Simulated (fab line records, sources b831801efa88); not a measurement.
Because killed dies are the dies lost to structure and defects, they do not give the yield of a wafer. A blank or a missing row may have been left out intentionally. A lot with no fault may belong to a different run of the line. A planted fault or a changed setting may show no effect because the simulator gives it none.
fab line records	flow sky130
record lots=5	wafers=15	last-day=50
route steps=708 shown DNWELL@39 PWDE@45
lots with no fault: from the same line, run without faults
start-h: start of the lot's first displayed wafer, in hours after the record's first day	wait-h: hours since the lot's step before	" repeats the value in the row above	L1.1+2: a single row standing in for several wafers	- no value present, or no start provided	* or withheld: withheld	< > ~ a bound
route shown NAME@n: NAME is a module with steps in the file, n the number in the route of the first one	usual: mean/standard deviation of fault-free wafers	same: alike in all rows	chamber/n: place in a boat	sites: readings site by site	_std_site: their standard deviation	_edge_site: outer sites' mean less inner sites'	radius-mm: how far each site lies from the wafer's centre	mask NAME#n: copy n	behind: the last tool/chamber to shape the wafer	hold: reason for holding the lot/hours on hold/outcome of the hold	device: names the non-switching transistor (n, p or np)	end of line: tests run on the same wafers once the route is complete	a step given without rows: its recipe and nothing more	killed: at the first sort, the dies lost to defects and structure; wafer yield is something else	map: dies across one wafer; x = killed, . = not, _ = none there
set.NAME: the setting that was run; set.NAME@STEP: the one run at that earlier step	model.NAME: the simulator's own value behind a step, which no gauge read
lots at selected steps of the route; one table per step, one row per wafer
services: when a tool's chamber went out of use (start-h, in hours from the record's first day, below 0 if earlier), for how many hours, and the reason
## steps
# step SKY_DNWELL_EXPOSE_04
# recipe mask-id=DNM	na=0.57	target-cd-nm=3000	dose-mj=222
# step SKY_DNWELL_PEB_05
# recipe temp-c=115	time-s=withheld
# step SKY_DNWELL_DEVELOP_06
# recipe wall-angle-deg=90	developer=TMAH	develop-time-s=60	dev-temp-c=23
# step SKY_DNWELL_IMPLANT_07
# recipe species=P	energy-kev=withheld	dose-cm2=withheld	tilt-deg=withheld
# step SKY_DNWELL_STRIP_08
# recipe chemistry=O2/N2	power-w=1400	pressure-mtorr=1500	platen-temp-c=withheld	o2-flow-sccm=3000	n2-flow-sccm=300	overash-fraction=0.5
# usual drypump-motor-current-A=5.6/0.39	oes-product-au=0.723/0.0045	strip-time-to-endpoint-s=36.88/0.1
lot.wafer	tool	chamber	start-h	wait-h	drypump-motor-current-A	oes-product-au	rf-hours-counter-h	strip-time-to-endpoint-s
L729.1	plasma-asher-01	0	62.61	0.1	5.2	0.727	37	36.64
L729.2	"	1	"	"	5.5	0.724	37	36.72
L729.6	"	0	"	"	5.2	0.726	-	36.69
L730.1	plasma-asher-04	1	66.55	0.1	5.8	0.723	36	36.84
L730.2	"	0	"	"	5.7	0.723	36	36.77
L730.3	"	1	"	"	5.9	0.726	-	36.78
L734.1	plasma-asher-01	0	95.31	0.1	5.2	0.724	40	36.84
L734.3	"	0	"	"	5.2	0.725	-	36.76
L734.5	"	1	"	"	5.4	0.722	-	36.73
L738.1	plasma-asher-01	0	116.10	0.1	5.2	0.720	43	36.95
L738.3	"	1	"	"	5.5	0.721	-	36.90
L738.6	"	1	"	"	5.5	0.728	-	36.92
L749.2	plasma-asher-04	1	170.21	0.1	5.8	0.720	5	36.86
L749.5	"	0	"	"	5.6	0.727	-	36.82
L749.6	"	1	"	"	5.8	0.718	-	36.84
# step SKY_DNWELL_TW_MEAS_09
# usual DNWELL_TW=1120/6.2
lot.wafer	tool	chamber	start-h	wait-h	DNWELL_TW
L729.1	film-metro-04	-	62.71	0.1	1128
L729.2	"	-	"	"	1127
L729.6	"	-	"	"	1127
L730.1	film-metro-02	-	66.65	0.1	1113
L730.2	"	-	"	"	1108
L730.3	"	-	"	"	1110
L734.1	film-metro-02	-	95.41	0.1	1130
L734.3	"	-	"	"	1129
L734.5	"	-	"	"	1130
L738.1	film-metro-04	-	116.20	0.1	1118
L738.3	"	-	"	"	1132
L738.6	"	-	"	"	1127
L749.2	film-metro-03	-	170.32	0.1	1119
L749.5	"	-	"	"	1119
L749.6	"	-	"	"	1116
# step SKY_PWDE_DEHYDRATE_00
# recipe temp-c=200	time-s=60
# step SKY_PWDE_HMDS_01
# recipe prime-time-s=60	prime-temp-c=120
# step SKY_PWDE_COAT_02
# recipe spin-rpm=2000	resist-thk-nm=3000
# step SKY_PWDE_SOFTBAKE_03
# recipe temp-c=110	time-s=withheld
# step SKY_PWDE_EXPOSE_04
# recipe mask-id=PWDEM	na=0.6	source-shape=conventional	sigma-outer=0.6	polarization=unpolarized	target-cd-nm=840	dose-mj=214
# step SKY_PWDE_PEB_05
# recipe temp-c=115	time-s=withheld
# step SKY_PWDE_DEVELOP_06
# recipe wall-angle-deg=90	developer=TMAH	develop-time-s=60	dev-temp-c=23
# usual exhaust-pa=44.9/0.85	resist-line-temp-C=22.99/0.11
lot.wafer	tool	chamber	start-h	wait-h	exhaust-pa	resist-line-temp-C
L729.1	litho-track-03	0	78	-	43.9	23.15
L729.2	"	0	"	"	45.0	22.99
L729.6	"	0	"	"	44.9	22.98
L730.1	litho-track-02	0	82	-	44.5	22.96
L730.2	"	0	"	"	44.7	22.85
L730.3	"	0	"	"	44.4	22.72
L734.1	litho-track-01	0	112	-	43.9	23.15
L734.3	"	0	"	"	44.6	23.08
L734.5	"	0	"	"	43.4	23.20
L738.1	litho-track-01	0	134	-	43.4	23.24
L738.3	"	0	"	"	43.7	23.07
L738.6	"	0	"	"	44.4	23.12
L749.2	litho-track-02	0	190	-	45.6	22.85
L749.5	"	0	"	"	45.9	22.89
L749.6	"	0	"	"	45.8	22.91
# step SKY_PWDE_OVL_MEAS_07
# usual PWDE_OVL=-0.8/1.4
lot.wafer	tool	chamber	start-h	wait-h	PWDE_OVL[nm]
L729.1	overlay-02	-	78.62	-	-2.0
L729.2	"	-	"	"	-1.4
L729.6	"	-	"	"	-0.4
L730.1	overlay-01	-	82.25	-	-2.1
L730.2	"	-	"	"	-2.4
L730.3	"	-	"	"	-0.2
L734.1	overlay-01	-	112.81	-	-0.1
L734.3	"	-	"	"	1.5
L734.5	"	-	"	"	-0.7
L738.1	overlay-02	-	134.66	-	-1.3
L738.3	"	-	"	"	-
L738.6	"	-	"	"	-1.4
L749.2	overlay-01	-	190.71	-	-2.1
L749.5	"	-	"	"	-3.1
L749.6	"	-	"	"	-1.5
# step SKY_PWDE_IMPLANT_08
# recipe species=B	energy-kev=150	dose-cm2=3.6e+12	tilt-deg=withheld
## services
tool	chamber	start-h	hours	kind
litho-track-01	-	40.15	-	consumable-replace:filter
plasma-asher-01	-	76.29	4.3	pm
plasma-asher-04	-	108.75	9.0	pm
plasma-asher-04	0	108.75	9.0	vent-cycle
plasma-asher-04	1	108.75	9.0	vent-cycle
plasma-asher-04	0	117.75	-	clean
plasma-asher-04	1	117.75	-	clean
plasma-asher-01	-	135.99	4.5	repair
litho-track-03	-	168.48	-	consumable-replace:filter
## key
first-sign step=SKY_PWDE_OVL_MEAS_07	reading=PWDE_OVL	direction=missing
effect none on later readings
met-at SKY_PWDE_DEVELOP_06
struck-wafers L738.3
sort-left-out L738.3
tester-left-out L738
onset-between 112 134
fault kind=process-parameter-drift	tool=litho-track-01	chamber=-	onset-h=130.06	steps=SKY_PWDE_DEVELOP_06	channel=develop-time-s	offset=*	shape=step	end-h=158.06	scope=struck-wafers-only	acts-in=*	stated=*
# tester-left-out: of these lots the tester's yield and bins aren't shown, on N5 and GAA mostly nor the transistor test; their killed dies are dies lost to structure and defects alone, not to doping, threshold or leakage, so they don't give the yield
# sort-left-out: the simulated sort isn't trusted on such a fault, so these wafers' sort isn't shown, and their yield isn't known
